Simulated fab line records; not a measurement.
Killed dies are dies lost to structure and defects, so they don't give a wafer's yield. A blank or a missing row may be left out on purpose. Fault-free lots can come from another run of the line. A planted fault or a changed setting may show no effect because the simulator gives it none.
Matching of chambers    flow sky130    SKY_VIA1_CMP_24 on cmp-02 has 4 sister chambers
The step polishes, stops on SiO2, t overpolish 15 s, target thk 0 nm. 8 wafers are shown with their chamber, then 8 later ones without.

## EACH WAFER AND ITS CHAMBER
wafer   chamber  motor_current_A (A)  retaining_ring_pressure_frac
L574.2  0        11.5                 1.001
L576.1  1        11.5                 0.992
L576.2  2        9.8                  1.001
L576.5  3        11.1                 1.004
L579.1  2        10.5                 0.997
L579.2  3        10.7                 0.997
L579.4  0        11.6                 1.005
L585.2  1        10.8                 1.003

## WAFERS WITHOUT THEIR CHAMBER
wafer   motor_current_A (A)  retaining_ring_pressure_frac
L585.4  11.8                 0.997
L585.6  11.3                 1.008
L586.2  10.7                 1.000
L586.3  10.1                 0.999
L586.4  11.6                 0.993
L589.2  11.2                 1.002
L589.5  11.3                 1.002
L589.6  9.9                  0.996

## EACH ONE'S CHAMBER
wafer   from the rows above                in truth
L585.4  can't be placed: 0 or 1 or 3       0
L585.6  can't be placed: 0 or 3 or 1       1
L586.2  can't be placed: 3 or 1 or 2 or 0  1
L586.3  can't be placed: 2 or 3            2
L586.4  can't be placed: 1 or 0 or 3       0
L589.2  can't be placed: 3 or 1 or 0 or 2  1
L589.5  can't be placed: 0 or 1 or 3       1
L589.6  can't be placed: 2 or 3            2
Correct placement for 0 of the 8. Unplaceable from these rows: 8, with the true chamber sitting among the candidates in 8. Placed wrongly: 0.
How it was worked out, from the rows above alone: a wafer's distance from a chamber is the root of the sum, over the readings, of the square of ((its reading less the chamber's mean) divided by the reading's scatter). If the next closest chamber is less than 2 further off than the closest, the wafer can't be placed; otherwise it belongs to the closest. A chamber's mean is the mean of its shown wafers. The scatter: take each reading less its chamber's mean, square it, sum over the shown wafers, divide by the number of wafers less the number of chambers, and take the root.
